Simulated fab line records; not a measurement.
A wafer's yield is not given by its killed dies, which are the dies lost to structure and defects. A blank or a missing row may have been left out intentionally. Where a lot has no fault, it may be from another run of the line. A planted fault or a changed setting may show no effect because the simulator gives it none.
fab line records	flow sfqLine
record lots=5	wafers=23
route steps=325 shown M4@159 I4@167 JJ@180 M5@202 R5@212 I5@229 C5@247 M6@252
startH: hours from the record's opening day to when the first of the lot's shown wafers began	waitH: time in hours since the lot's previous step	" unchanged from the row above	L1.1+2: a single row standing in for several wafers	- no value, or no start was given	* or withheld: withheld	< > ~ a bound
route shown NAME@n: a module of which the file shows steps, and the number in the route of the first	usual: mean/standard deviation of fault-free wafers	same: alike in all rows	chamber/n: place in a boat	sites: readings site by site	_std_site: how widely they spread, as a standard deviation	_edge_site: outer sites' mean less inner sites'	radiusMm: for every site, how far away it sits from the centre of the wafer	mask NAME#n: copy n	behind: the most recent tool/chamber to have shaped the wafer	hold: cause of the lot's hold/its duration in hours/its outcome	device: names the non-switching transistor (n, p or np)	end of line: tests run on the same wafers once the route is complete	a step with no rows: only its recipe	killed: at the first sort, the dies lost to defects and structure; wafer yield is something else	map: the dies of a wafer, with x for killed, . for not killed, _ for no die there
set.NAME: the setting that was run; set.NAME@STEP: the one run at that earlier step	model.NAME: the simulator's own value behind a step, which no gauge read
lots whose settings were changed on purpose; a table a step, a row a wafer
## steps
# step SFQ_TRILAYER_M4_BARC_OPEN_METAL_ETCH_123
# recipe maskMaterial=PR	chemistry=O2	targetDepthNm=125	target=BARC	icpW=600	biasW=80	pressureMtorr=10	timeS=41.7
lot.wafer	tool	chamber	startH	waitH	set.timeS	set.doseMj@TRILAYER_M4_LITHO_EXPOSE_094	model.M4.cdNm	model.KrF_of_TRILAYER_M4_LITHO_COAT_093.thkNm
L077.1	rieMetal-01	0	1330.82	0.0	41.7	14.4	501	522.3
L077.2	"	1	"	"	44.28	15.26	493.9	518.7
L077.3	"	0	"	"	44.28	14.4	500.2	520
L077.4	"	1	"	"	41.7	15.26	493.5	522.7
L077.6	"	0	"	"	44.28	14.4	500.7	517.4
L078.1	rieMetal-02	1	1338.02	0.0	41.7	14.4	500.1	524.1
L078.2	"	0	"	"	41.7	14.4	498.5	523.5
L078.3	"	1	"	"	39.28	14.4	501.2	526.1
L078.5	"	1	"	"	41.7	14.4	500	523.7
L078.6	"	0	"	"	39.28	14.4	499.9	525.2
L079.1	rieMetal-01	1	1358.23	0.0	47.76	14.4	500.4	515.3
L079.2	"	0	"	"	41.7	14.4	499.9	524.2
L079.3	"	1	"	"	47.76	15.22	492	514.9
L079.4	"	0	"	"	47.76	15.22	489.5	517.4
L079.6	"	1	"	"	41.7	14.4	500	525.4
L082.1	rieMetal-02	1	1378.83	0.0	44.69	14.4	503.5	521.2
L082.3	"	0	"	"	44.69	14.89	495.7	517.8
L082.4	"	1	"	"	41.7	14.89	498.1	522.8
L082.5	"	1	"	"	41.7	14.4	502.9	523
L082.6	"	0	"	"	44.69	14.89	495.2	518.7
L084.1	rieMetal-01	1	1408.35	0.0	41.7	14.4	501	520.4
L084.4	"	0	"	"	41.7	14.4	500.1	519.6
L084.5	"	1	"	"	41.7	14.4	499.4	521.3
# step SFQ_TRILAYER_M4_ETCH_METAL_ETCH_096
# recipe target=Nb	stopOn=SiO2	maskMaterial=PR	chemistry=Cl2/Ar	targetDepthNm=240	icpW=600	biasW=80	pressureMtorr=10	timeS=125
lot.wafer	tool	chamber	startH	waitH	set.timeS@TRILAYER_M4_BARC_OPEN_METAL_ETCH_123	model.KrF_of_TRILAYER_M4_LITHO_COAT_093.thkNm
L077.1	rieMetal-01	0	1330.88	0.0	41.7	375.3
L077.2	"	1	"	"	44.28	369.3
L077.3	"	0	"	"	44.28	372.7
L077.4	"	1	"	"	41.7	374.5
L077.6	"	0	"	"	44.28	369.7
L078.1	rieMetal-02	1	1338.08	0.0	41.7	373.5
L078.2	"	0	"	"	41.7	372.2
L078.3	"	1	"	"	39.28	375.9
L078.5	"	1	"	"	41.7	373.2
L078.6	"	0	"	"	39.28	374
L079.1+3	rieMetal-01	1	1358.29	0.0	47.76	365.7
L079.2	"	0	"	"	41.7	377.4
L079.4	"	0	"	"	47.76	370.2
L079.6	"	1	"	"	41.7	377.2
L082.1	rieMetal-02	1	1378.89	0.0	44.69	373.7
L082.3	"	0	"	"	44.69	367.8
L082.4	"	1	"	"	41.7	376.8
L082.5	"	1	"	"	41.7	376.4
L082.6	"	0	"	"	44.69	369.4
L084.1+4	rieMetal-01	1,0	1408.41	0.0	41.7	372.1
L084.5	"	1	"	"	41.7	372.9
# step SFQ_TRILAYER_I4_VIA_LITHO_COAT_108
# recipe resist=BARC	spinRpm=3000	resistThkNm=62
lot.wafer	tool	chamber	startH	waitH	set.spinRpm	model.BARC_of_TRILAYER_I4_VIA_LITHO_COAT_108.thkNm
L077.1	lithoTrack-03	0	1336.82	1.0	2880	63.07
L077.2	"	0	"	"	2880	63.29
L077.3	"	0	"	"	3000	61.9
L077.4	"	0	"	"	2880	63.21
L077.6	"	0	"	"	3000	61.81
L078.1	lithoTrack-01	0	1344.02	1.0	3134	60.44
L078.2	"	0	"	"	3000	61.85
L078.3	"	0	"	"	3000	61.95
L078.5	"	0	"	"	3134	60.58
L078.6	"	0	"	"	3134	60.41
L079.1	lithoTrack-03	0	1366.60	1.0	3000	61.77
L079.2	"	0	"	"	3202	59.71
L079.3	"	0	"	"	3000	61.76
L079.4	"	0	"	"	3202	59.85
L079.6	"	0	"	"	3000	61.83
L082.1	lithoTrack-04	0	1399.60	1.0	2934	62.9
L082.3	"	0	"	"	2934	62.75
L082.4	"	0	"	"	2934	62.77
L082.5	"	0	"	"	3000	61.95
L082.6	"	0	"	"	3000	61.89
L084.1	lithoTrack-04	0	1416.80	1.0	3000	61.8
L084.4	"	0	"	"	3000	61.81
L084.5	"	0	"	"	3000	61.84
# step SFQ_TRILAYER_JJ_TRILAYER_DEP_SPUTTER_110
# recipe material=Al	basePressurePa=1.33e-06	targetThkNm=8	powerW=500	timeS=10	chamberPressurePa=0.4
lot.wafer	tool	chamber	startH	waitH	set.timeS	model.Al_of_TRILAYER_JJ_TRILAYER_DEP_SPUTTER_110.thkNm
L077.1	pvdSputter-03	-	1340.13	0.0	10	8.287
L077.2	"	-	"	"	10	8.173
L077.3	"	-	"	"	9.106	7.362
L077.4	"	-	"	"	9.106	7.345
L077.6	"	-	"	"	10	8.097
L078.1	pvdSputter-03	-	1347.33	0.0	10	7.819
L078.2	"	-	"	"	10	7.84
L078.3	"	-	"	"	9.222	7.16
L078.5	"	-	"	"	9.222	7.281
L078.6	"	-	"	"	10	7.717
L079.1	pvdSputter-03	-	1378.53	0.0	10	7.943
L079.2	"	-	"	"	10	7.938
L079.3	"	-	"	"	11.08	8.758
L079.4	"	-	"	"	10	8.039
L079.6	"	-	"	"	11.08	8.837
L082.1	pvdSputter-04	-	1413.02	0.0	10	8.221
L082.3	"	-	"	"	10	7.962
L082.4	"	-	"	"	10	8.007
L082.5	"	-	"	"	10	7.968
L082.6	"	-	"	"	10	8.192
L084.1	pvdSputter-04	-	1422.58	0.0	10	7.983
L084.4	"	-	"	"	10	8.01
L084.5	"	-	"	"	10	8.12
# step SFQ_TRILAYER_JJ_CE_LITHO_EXPOSE_115
# recipe maskId=J5	na=0.6	sourceShape=conventional	sigmaOuter=0.65	targetCdNm=700	doseMj=14.4
lot.wafer	tool	chamber	startH	waitH	mask	set.doseMj
L077.1+3	krfScanner-02	0	1342.16	-	J5#0	14.97
L077.2+4+6	"	0	"	"	J5#0	14.4
L078.1+3	krfScanner-01	0	1349.49	-	J5#0	13.84
L078.2+5+6	"	0	"	"	J5#0	14.4
L079.1+2+6	krfScanner-01	0	1389.89	-	J5#0	14.4
L079.3+4	"	0	"	"	J5#0	13.71
L082.1+4+5	krfScanner-02	0	1417.62	-	J5#0	13.98
L082.3+6	"	0	"	"	J5#0	14.4
L084.1+4+5	krfScanner-02	0	1424.82	-	J5#0	14.4
# step SFQ_TRILAYER_JJ_CE_LITHO_PEB_117
# recipe pebTempC=115	pebTimeS=60	resist=KrF
lot.wafer	tool	chamber	startH	waitH	set.pebTimeS
L077.1+4	lithoTrack-03	0	1343.36	1.0	63.03
L077.2+3+6	"	0	"	"	60
L078.1+2+3	lithoTrack-03	0	1350.69	1.0	60
L078.5+6	"	0	"	"	67.26
L079.1+2+3+4+6	lithoTrack-01	0	1391.09	1.0	60
L082.1+3	lithoTrack-02	0	1418.82	1.0	51.77
L082.4+5+6	"	0	"	"	60
L084.1+4+5	lithoTrack-02	0	1426.02	1.0	60
# step SFQ_TRILAYER_JJ_CE_LITHO_DEVELOP_116
# recipe timeS=60	resist=KrF
# step SFQ_TRILAYER_JJ_CE_METRO_MEASURE_117
# usual cdNm=699.6/1.4
lot.wafer	tool	chamber	startH	waitH	set.doseMj@TRILAYER_JJ_CE_LITHO_EXPOSE_115	set.pebTimeS@TRILAYER_JJ_CE_LITHO_PEB_117	cdNm
L077.1	cdSem-02	-	1343.70	0.0	14.97	63.03	686.1
L077.2	"	-	"	"	14.4	60	698.0
L077.3	"	-	"	"	14.97	60	694.0
L077.4	"	-	"	"	14.4	63.03	694.0
L077.6	"	-	"	"	14.4	60	700.0
L078.1	cdSem-01	-	1351.03	0.0	13.84	60	704.2
L078.2	"	-	"	"	14.4	60	697.3
L078.3	"	-	"	"	13.84	60	703.3
L078.5	"	-	"	"	14.4	67.26	681.8
L078.6	"	-	"	"	14.4	67.26	682.4
L079.1	cdSem-02	-	1391.43	0.0	14.4	60	699.9
L079.2	"	-	"	"	14.4	60	701.7
L079.3	"	-	"	"	13.71	60	709.1
L079.4	"	-	"	"	13.71	60	708.3
L079.6	"	-	"	"	14.4	60	701.3
L082.1	cdSem-01	-	1419.15	0.0	13.98	51.77	726.8
L082.3	"	-	"	"	14.4	51.77	722.8
L082.4	"	-	"	"	13.98	60	705.4
L082.5	"	-	"	"	13.98	60	705.0
L082.6	"	-	"	"	14.4	60	699.5
L084.1	cdSem-01	-	1426.35	0.0	14.4	60	700.5
L084.4	"	-	"	"	14.4	60	698.1
L084.5	"	-	"	"	14.4	60	700.2
# step SFQ_TRILAYER_JJ_CE_BARC_OPEN_RIE_150
# recipe maskMaterial=PR	chemistry=O2	targetDepthNm=240	target=BARC	icpW=600	biasW=80	pressureMtorr=10	timeS=80
lot.wafer	tool	chamber	startH	waitH	set.doseMj@TRILAYER_JJ_CE_LITHO_EXPOSE_115	set.pebTimeS@TRILAYER_JJ_CE_LITHO_PEB_117	model.JJ.cdNm
L077.1	rieMetal-03	0	1344.90	1.0	14.97	63.03	682.5
L077.2	"	1	"	"	14.4	60	695.8
L077.3	"	0	"	"	14.97	60	690.9
L077.4	"	1	"	"	14.4	63.03	691.6
L077.6	"	1	"	"	14.4	60	698.5
L078.1	rieMetal-04	1	1352.23	1.0	13.84	60	708.7
L078.2	"	0	"	"	14.4	60	698.5
L078.3	"	0	"	"	13.84	60	704.4
L078.5	"	1	"	"	14.4	67.26	685
L078.6	"	0	"	"	14.4	67.26	683.6
L079.1	rieMetal-03	1	1392.63	1.0	14.4	60	697.7
L079.2	"	0	"	"	14.4	60	698.4
L079.3	"	0	"	"	13.71	60	706.8
L079.4	"	1	"	"	13.71	60	706.5
L079.6	"	1	"	"	14.4	60	699.7
L082.1	rieMetal-01	1	1420.35	1.0	13.98	51.77	728.1
L082.3	"	1	"	"	14.4	51.77	724.3
L082.4	"	0	"	"	13.98	60	705.1
L082.5	"	0	"	"	13.98	60	704.7
L082.6	"	1	"	"	14.4	60	700.6
L084.1	rieMetal-04	0	1427.55	1.0	14.4	60	699.3
L084.4	"	0	"	"	14.4	60	697.1
L084.5	"	1	"	"	14.4	60	703.8
# step SFQ_TRILAYER_JJ_CE_ETCH_RIE_118
# recipe target=Nb	stopOn=Al2O3	maskMaterial=PR	taperDeg=13.257	overEtchFrac=0.15	timeS=97.7	chemistry=SF6	targetDepthNm=170	icpW=588.7	biasW=80	pressureMtorr=10
lot.wafer	tool	chamber	startH	waitH	set.pebTimeS@TRILAYER_JJ_CE_LITHO_PEB_117	model.JJ.cdNm
L077.1	rieMetal-03	0	1344.99	0.1	63.03	683.7
L077.2	"	1	"	"	60	695.3
L077.3	"	0	"	"	60	692
L077.4	"	1	"	"	63.03	690.3
L077.6	"	1	"	"	60	697.4
L078.1	rieMetal-04	1	1352.32	0.1	60	709
L078.2	"	0	"	"	60	698.9
L078.3	"	0	"	"	60	703.9
L078.5	"	1	"	"	67.26	684.8
L078.6	"	0	"	"	67.26	683.4
L079.1	rieMetal-03	1	1392.72	0.1	60	696.2
L079.2	"	0	"	"	60	700.3
L079.3	"	0	"	"	60	708.4
L079.4	"	1	"	"	60	705.2
L079.6	"	1	"	"	60	698.9
L082.1	rieMetal-01	1	1420.44	0.1	51.77	726.6
L082.3	"	1	"	"	51.77	723.2
L082.4	"	0	"	"	60	702.8
L082.5	"	0	"	"	60	703.3
L082.6	"	1	"	"	60	699.1
L084.1	rieMetal-04	0	1427.64	0.1	60	699.6
L084.4	"	0	"	"	60	697.8
L084.5	"	1	"	"	60	704.5
# step SFQ_TRILAYER_M5_LITHO_PEB_126
# recipe pebTempC=115	pebTimeS=60	resist=KrF
lot.wafer	tool	chamber	startH	waitH	set.pebTimeS
L077.1+4+6	lithoTrack-04	0	1348.45	1.0	60
L077.2+3	"	0	"	"	65.58
L078.1+2+3+5+6	lithoTrack-03	0	-	-	60
L079.1+2+3+4+6	lithoTrack-04	0	1501.89	1.0	60
L082.1+5	lithoTrack-03	0	1535.22	1.0	56.68
L082.3+4+6	"	0	"	"	60
L084.1+4+5	lithoTrack-02	0	-	-	60
# step SFQ_TRILAYER_M5_LITHO_DEVELOP_125
# recipe timeS=60	resist=KrF
# step SFQ_TRILAYER_M5_BARC_OPEN_METAL_ETCH_161
# recipe maskMaterial=PR	chemistry=O2	targetDepthNm=125	target=BARC	icpW=600	biasW=80	pressureMtorr=10	timeS=41.7
lot.wafer	tool	chamber	startH	waitH	set.pebTimeS@TRILAYER_M5_LITHO_PEB_126	model.M5.cdNm
L077.1	rieMetal-02	0	1348.78	0.0	60	701.3
L077.2	"	1	"	"	65.58	688.6
L077.3	"	0	"	"	65.58	688.5
L077.4	"	1	"	"	60	700.6
L077.6	"	0	"	"	60	700.7
L078.1	rieMetal-01	1	1390.32	0.0	60	699.9
L078.2+6	"	0	"	"	60	701.6
L078.3	"	1	"	"	60	700.3
L078.5	"	1	"	"	60	700.6
L079.1	rieMetal-02	1	1502.23	0.0	60	700.8
L079.2	"	0	"	"	60	701.9
L079.3	"	0	"	"	60	701.4
L079.4	"	1	"	"	60	701.8
L079.6	"	0	"	"	60	702.5
L082.1	rieMetal-03	1	1535.55	0.0	56.68	704.3
L082.3+4	"	1,0	"	"	60	697
L082.5	"	0	"	"	56.68	703.9
L082.6	"	1	"	"	60	696.5
L084.1	rieMetal-03	1	1541.70	0.0	60	696.7
L084.4	"	1	"	"	60	696.9
L084.5	"	0	"	"	60	696.8
# step SFQ_TRILAYER_R5_DEP_SPUTTER_132
# recipe material=Ti	basePressurePa=1.33e-06	targetThkNm=5	powerW=2000	timeS=5	chamberPressurePa=0.4
lot.wafer	tool	chamber	startH	waitH	set.timeS	model.Ti_of_TRILAYER_R5_DEP_SPUTTER_132.thkNm
L077.1	pvdSputter-06	-	1354.12	1.0	5	4.993
L077.2	"	-	"	"	5	5.008
L077.3	"	-	"	"	4.318	4.409
L077.4	"	-	"	"	4.318	4.324
L077.6	"	-	"	"	5	5.131
L078.1	pvdSputter-05	-	1407.68	1.0	5	5.182
L078.2	"	-	"	"	5	4.929
L078.3	"	-	"	"	5.452	5.478
L078.5	"	-	"	"	5.452	5.423
L078.6	"	-	"	"	5.452	5.595
L079.1	pvdSputter-04	-	1519.07	1.0	4.783	5.065
L079.2	"	-	"	"	5	5.172
L079.3	"	-	"	"	5	5.145
L079.4	"	-	"	"	4.783	5.133
L079.6	"	-	"	"	4.783	5.043
L082.1	pvdSputter-06	-	1546.07	1.0	5	4.881
L082.3	"	-	"	"	5.659	5.546
L082.4	"	-	"	"	5.659	5.673
L082.5	"	-	"	"	5	5.157
L082.6	"	-	"	"	5	4.969
L084.1	pvdSputter-04	-	1549.26	1.0	5	4.81
L084.4	"	-	"	"	5	4.735
L084.5	"	-	"	"	5	4.753
# step SFQ_TRILAYER_I5_LITHO_COAT_149
# recipe resist=BARC	spinRpm=3000	resistThkNm=62
lot.wafer	tool	chamber	startH	waitH	set.spinRpm	model.BARC_of_TRILAYER_I5_LITHO_COAT_149.thkNm
L077.1	lithoTrack-03	0	1372.44	0.0	2882	63.21
L077.2	"	0	"	"	3000	62.09
L077.3	"	0	"	"	3000	61.98
L077.4	"	0	"	"	2882	63.29
L077.6	"	0	"	"	3000	62.14
L078.1	lithoTrack-04	0	1417.67	0.0	3000	62.02
L078.2	"	0	"	"	3064	61.23
L078.3	"	0	"	"	3064	61.05
L078.5	"	0	"	"	3000	61.91
L078.6	"	0	"	"	3000	61.83
L079.1	lithoTrack-03	0	1541.13	0.0	3000	62.01
L079.2	"	0	"	"	3000	62.1
L079.3	"	0	"	"	3000	62.04
L079.4	"	0	"	"	2845	63.82
L079.6	"	0	"	"	2845	63.52
L082.1	lithoTrack-03	0	1551.92	0.0	3000	61.96
L082.3	"	0	"	"	3000	62.01
L082.4	"	0	"	"	3131	60.5
L082.5	"	0	"	"	3131	60.58
L082.6	"	0	"	"	3131	60.53
L084.1	lithoTrack-01	0	1554.38	0.0	3000	61.74
L084.4	"	0	"	"	3000	61.77
L084.5	"	0	"	"	3000	61.9
# step SFQ_TRILAYER_C5_BARC_OPEN_VIA_ETCH_210
# recipe maskMaterial=PR	chemistry=O2	targetDepthNm=125	target=BARC	sourceW=500	biasW=80	pressureMtorr=30	timeS=41.7
# usual oesProductAu=0.684/0.0042
lot.wafer	tool	chamber	startH	waitH	set.timeS	oesProductAu	model.KrF_of_TRILAYER_C5_LITHO_COAT_151.thkNm
L077.1	rieDiel-03	3	1522.35	0.0	41.7	0.690	579.3
L077.2	"	0	"	"	45.12	0.664	574.9
L077.3	"	1	"	"	41.7	0.685	578.5
L077.4	"	2	"	"	41.7	0.681	582.1
L077.6	"	2	"	"	45.12	0.675	575.7
L078.1	rieDiel-02	0	1523.55	0.0	41.7	0.683	578.3
L078.2	"	3	"	"	45.02	0.672	572.7
L078.3	"	1	"	"	41.7	0.684	577.8
L078.5	"	0	"	"	45.02	0.672	576.2
L078.6	"	1	"	"	41.7	0.688	578.6
L079.1	rieDiel-02	0	1644.05	0.0	41.7	0.683	576.5
L079.2	"	3	"	"	41.7	0.682	578.7
L079.3	"	2	"	"	41.7	0.686	581.3
L079.4	"	1	"	"	41.7	0.695	579.4
L079.6	"	1	"	"	41.7	0.683	577.2
L082.1	rieDiel-02	0	1648.98	0.0	41.7	0.685	577.7
L082.3	"	2	"	"	36.16	0.725	583
L082.4	"	3	"	"	41.7	0.685	577
L082.5	"	1	"	"	41.7	0.680	574.9
L082.6	"	0	"	"	36.16	0.728	584.3
L084.1	rieDiel-02	3	1660.98	0.0	41.7	0.678	578.8
L084.4	"	0	"	"	41.7	0.691	578.1
L084.5	"	3	"	"	41.7	0.679	577.4
# step SFQ_TRILAYER_C5_ETCH_VIA_ETCH_154
# recipe target=SiO2	maskMaterial=PR	chemistry=CHF3	targetDepthNm=84	sourceW=500	biasW=80	pressureMtorr=30	timeS=withheld	stopOn=Nb
lot.wafer	tool	chamber	startH	waitH	set.timeS@TRILAYER_C5_BARC_OPEN_VIA_ETCH_210	model.KrF_of_TRILAYER_C5_LITHO_COAT_151.thkNm
L077.1	rieDiel-03	3	1522.39	0.0	*	564.9
L077.2	"	0	"	"	*	560.1
L077.3	"	1	"	"	*	563.7
L077.4	"	2	"	"	*	567.7
L077.6	"	2	"	"	*	561.3
L078.1	rieDiel-02	0	1523.59	0.0	*	563.9
L078.2	"	3	"	"	*	558.3
L078.3	"	1	"	"	*	563.4
L078.5	"	0	"	"	*	561.8
L078.6	"	1	"	"	*	564.3
L079.1	rieDiel-02	0	1644.09	0.0	*	562.5
L079.2	"	3	"	"	*	564.4
L079.3	"	2	"	"	*	567.2
L079.4	"	1	"	"	*	564.8
L079.6	"	1	"	"	*	562.6
L082.1	rieDiel-02	0	1649.02	0.0	*	563.5
L082.3	"	2	"	"	*	568.8
L082.4	"	3	"	"	*	562.6
L082.5	"	1	"	"	*	560.1
L082.6	"	0	"	"	*	570.1
L084.1	rieDiel-02	3	1661.02	0.0	*	564.5
L084.4	"	0	"	"	*	563.6
L084.5	"	3	"	"	*	563.2
# step SFQ_TRILAYER_M6_DEP_SPUTTER_157
# recipe material=Nb	basePressurePa=1.33e-06	chamberPressurePa=0.1333	substrateTempC=20	targetThkNm=200	powerW=2000	timeS=133.3
lot.wafer	tool	chamber	startH	waitH	set.timeS	model.Nb_of_TRILAYER_M6_DEP_SPUTTER_157.thkNm
L077.1	pvdSputter-06	-	1523.24	0.0	133.3	202.6
L077.2	"	-	"	"	133.3	200.6
L077.3	"	-	"	"	133.3	203.6
L077.4	"	-	"	"	133.3	199.4
L077.6	"	-	"	"	133.3	202.5
L078.1	pvdSputter-05	-	1524.44	0.0	133.3	199.3
L078.2	"	-	"	"	127.1	192.6
L078.3+5	"	-	"	"	127.1	191.8
L078.6	"	-	"	"	133.3	201
L079.1	pvdSputter-05	-	1644.95	0.0	133.3	200.6
L079.2+3	"	-	"	"	146.4	220.9
L079.4	"	-	"	"	146.4	218.7
L079.6	"	-	"	"	133.3	199.5
L082.1	pvdSputter-05	-	1649.87	0.0	133.3	205.6
L082.3	"	-	"	"	141.5	214.5
L082.4	"	-	"	"	133.3	203.1
L082.5	"	-	"	"	141.5	216.4
L082.6	"	-	"	"	141.5	215.7
L084.1	pvdSputter-06	-	1661.87	0.0	133.3	197.8
L084.4	"	-	"	"	133.3	202.7
L084.5	"	-	"	"	133.3	201
# step SFQ_M6_RS_MEAS_938
# recipe thkMeasGauge=four-point-probe	reads=Nb_of_TRILAYER_M6_DEP_SPUTTER_157
# usual M6_NB_RS=0.884/0.009
lot.wafer	tool	chamber	startH	waitH	set.timeS@TRILAYER_M6_DEP_SPUTTER_157	M6_NB_RS[ohm/sq]
L077.1	filmMetro-04	-	1523.33	0.0	133.3	0.877
L077.2	"	-	"	"	133.3	0.887
L077.3	"	-	"	"	133.3	0.872
L077.4	"	-	"	"	133.3	0.891
L077.6	"	-	"	"	133.3	0.876
L078.1	filmMetro-04	-	1524.53	0.0	133.3	0.891
L078.2	"	-	"	"	127.1	0.923
L078.3	"	-	"	"	127.1	0.927
L078.5	"	-	"	"	127.1	0.927
L078.6	"	-	"	"	133.3	0.884
L079.1	filmMetro-03	-	1645.04	0.0	133.3	0.888
L079.2	"	-	"	"	146.4	0.805
L079.3	"	-	"	"	146.4	0.805
L079.4	"	-	"	"	146.4	0.812
L079.6	"	-	"	"	133.3	0.892
L082.1	filmMetro-03	-	1649.96	0.0	133.3	0.864
L082.3	"	-	"	"	141.5	0.827
L082.4	"	-	"	"	133.3	0.876
L082.5	"	-	"	"	141.5	0.820
L082.6	"	-	"	"	141.5	0.823
L084.1	filmMetro-03	-	1661.96	0.0	133.3	0.898
L084.4	"	-	"	"	133.3	0.878
L084.5	"	-	"	"	133.3	0.885
## key
split step=SFQ_TRILAYER_M4_BARC_OPEN_METAL_ETCH_123	setting=timeS	stated=41.7	by=wafer
response step=SFQ_TRILAYER_M4_BARC_OPEN_METAL_ETCH_123	reading=model.KrF_of_TRILAYER_M4_LITHO_COAT_093.thkNm	change=-0.568	per=1%	r=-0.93
response step=SFQ_TRILAYER_M4_ETCH_METAL_ETCH_096	reading=model.KrF_of_TRILAYER_M4_LITHO_COAT_093.thkNm	change=-0.686	per=1%	r=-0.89
split step=SFQ_TRILAYER_I4_VIA_LITHO_COAT_108	setting=spinRpm	stated=3000	by=wafer
response step=SFQ_TRILAYER_I4_VIA_LITHO_COAT_108	reading=model.BARC_of_TRILAYER_I4_VIA_LITHO_COAT_108.thkNm	change=-0.316	per=1%	r=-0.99
split step=SFQ_TRILAYER_JJ_TRILAYER_DEP_SPUTTER_110	setting=timeS	stated=10	by=wafer
response step=SFQ_TRILAYER_JJ_TRILAYER_DEP_SPUTTER_110	reading=model.Al_of_TRILAYER_JJ_TRILAYER_DEP_SPUTTER_110.thkNm	change=+0.0808	per=1%	r=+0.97
split step=SFQ_TRILAYER_JJ_CE_LITHO_EXPOSE_115	setting=doseMj	stated=14.4	by=wafer
response step=SFQ_TRILAYER_JJ_CE_METRO_MEASURE_117	reading=cdNm	slope=-1.49	per=1%	togetherWith=pebTimeS@TRILAYER_JJ_CE_LITHO_PEB_117	explained=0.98
response step=SFQ_TRILAYER_JJ_CE_BARC_OPEN_RIE_150	reading=model.JJ.cdNm	slope=-1.59	per=1%	togetherWith=pebTimeS@TRILAYER_JJ_CE_LITHO_PEB_117	explained=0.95
split step=SFQ_TRILAYER_JJ_CE_LITHO_PEB_117	setting=pebTimeS	stated=60	by=wafer
response step=SFQ_TRILAYER_JJ_CE_METRO_MEASURE_117	reading=cdNm	change=-1.58	per=1%	r=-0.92
response step=SFQ_TRILAYER_JJ_CE_BARC_OPEN_RIE_150	reading=model.JJ.cdNm	change=-1.64	per=1%	r=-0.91
response step=SFQ_TRILAYER_JJ_CE_ETCH_RIE_118	reading=model.JJ.cdNm	change=-1.66	per=1%	r=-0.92
split step=SFQ_TRILAYER_M5_LITHO_PEB_126	setting=pebTimeS	stated=60	by=wafer
response step=SFQ_TRILAYER_M5_BARC_OPEN_METAL_ETCH_161	reading=model.M5.cdNm	change=-1.32	per=1%	r=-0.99
split step=SFQ_TRILAYER_R5_DEP_SPUTTER_132	setting=timeS	stated=5	by=wafer
response step=SFQ_TRILAYER_R5_DEP_SPUTTER_132	reading=model.Ti_of_TRILAYER_R5_DEP_SPUTTER_132.thkNm	change=+0.0469	per=1%	r=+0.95
split step=SFQ_TRILAYER_I5_LITHO_COAT_149	setting=spinRpm	stated=3000	by=wafer
response step=SFQ_TRILAYER_I5_LITHO_COAT_149	reading=model.BARC_of_TRILAYER_I5_LITHO_COAT_149.thkNm	change=-0.32	per=1%	r=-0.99
split step=SFQ_TRILAYER_C5_BARC_OPEN_VIA_ETCH_210	setting=timeS	stated=41.7	by=wafer
response step=SFQ_TRILAYER_C5_BARC_OPEN_VIA_ETCH_210	reading=oesProductAu	change=-0.00262	per=1%	r=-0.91
response step=SFQ_TRILAYER_C5_BARC_OPEN_VIA_ETCH_210	reading=model.KrF_of_TRILAYER_C5_LITHO_COAT_151.thkNm	change=-0.533	per=1%	r=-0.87
response step=SFQ_TRILAYER_C5_ETCH_VIA_ETCH_154	reading=model.KrF_of_TRILAYER_C5_LITHO_COAT_151.thkNm	change=-0.544	per=1%	r=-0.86
split step=SFQ_TRILAYER_M6_DEP_SPUTTER_157	setting=timeS	stated=133.3	by=wafer
response step=SFQ_TRILAYER_M6_DEP_SPUTTER_157	reading=model.Nb_of_TRILAYER_M6_DEP_SPUTTER_157.thkNm	change=+1.95	per=1%	r=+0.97
response step=SFQ_M6_RS_MEAS_938	reading=M6_NB_RS	change=-0.00817	per=1%	r=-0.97
split outsideThisFile step=SFQ_TRILAYER_M4_LITHO_EXPOSE_094 setting=doseMj
# split outsideThisFile: this setting was split too, and the file shows its column; the key of that split is in another file
